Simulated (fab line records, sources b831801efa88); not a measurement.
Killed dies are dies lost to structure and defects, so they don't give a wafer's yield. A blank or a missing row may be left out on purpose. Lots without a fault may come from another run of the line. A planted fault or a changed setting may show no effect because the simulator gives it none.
Problem report in the 8D (eight disciplines) form, filled by code | flow sky130 | the parts of the form that need people (team, actions taken, sign-off) are left out

1. THE PROBLEM
strip_time_to_endpoint_s at SKY_NWELL_STRIP_25 reads a mean of 35.22 s on 3 wafers of 3 lots; wafers without a fault read 36.97 s with a standard deviation of 0.12. That is -15 standard deviations from the usual mean.
The step: strips in O2/N2.
First seen on wafer L537.6, day 9 00:53, on plasma_asher-01. The record holds 34 wafers of 12 lots with a number at this step. Rule for "out", or "out of limits": more than 4 standard deviations from the usual mean. The other wafers with a number count as sound.

2. WHAT IT IS AND WHAT IT IS NOT
question                    | is                               | is not
which readings at this step | strip_time_to_endpoint_s         | drypump_motor_current_A, oes_product_au
which lots                  | L537, L539, L541                 | L522, L523, L531, L532, L533, L535, L536, L538, L545
which wafers of those lots  | L537.6, L539.6, L541.6           | L537.2, L537.4, L539.5, L541.3
read on which tools         | plasma_asher-01, plasma_asher-03 | plasma_asher-02
when                        | from day 9 00:53                 | up to then (23 sound wafers); but 8 sound wafers of L538, L539, L541, L545 came after

3. SUSPECTS, AND WHAT RULES EACH OUT
Counting: a tool at a process step up to the reading stays a suspect if it ran every lot that is out. Sound lots after the first of them don't rule it out here, since some wafers of a struck lot are sound.
- litho_track-02 at SKY_NWELL_COAT_18 (resist thk 3000 nm): kept. It ran every lot that is out, first L537 (day 8 14:02); its last sound lot up to then is L535 (day 8 08:10).
Left after counting: litho_track-02 at SKY_NWELL_COAT_18.

4. THE CAUSE (what the simulator had put in)
Process parameter drift: litho_track-02, from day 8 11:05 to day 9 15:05, at SKY_NWELL_COAT_18. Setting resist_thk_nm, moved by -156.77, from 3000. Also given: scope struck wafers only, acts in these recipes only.
Counting left only this tool.

5. THE CHAIN OF EFFECTS, in route order
Each row: a reading whose mean over the struck wafers that have a number lies more than 3 standard deviations from the usual. Only readings for which the record gives a usual standard deviation are gone through. hours: the time from each lot's start at the first step in this table that gives one to its start at this step, as a median over the lots. sigmas: the change in usual standard deviations.
hours | step               | reading                  | usual   | on struck wafers | change | sigmas
0     | SKY_NWELL_STRIP_25 | strip_time_to_endpoint_s | 36.97 s | 35.22            | -1.75  | -15
The process steps in it:
- SKY_NWELL_STRIP_25: strips in O2/N2.

6. WHAT WOULD HAVE CAUGHT IT SOONER
In this record the first reading out of limits was taken at day 9 00:53, 14 hours after the fault began at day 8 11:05.
Of the lots that are out (3), L539, L541 began SKY_NWELL_COAT_18 on litho_track-02 after day 9 00:53. A hold on the tool at that time would have spared those 2.
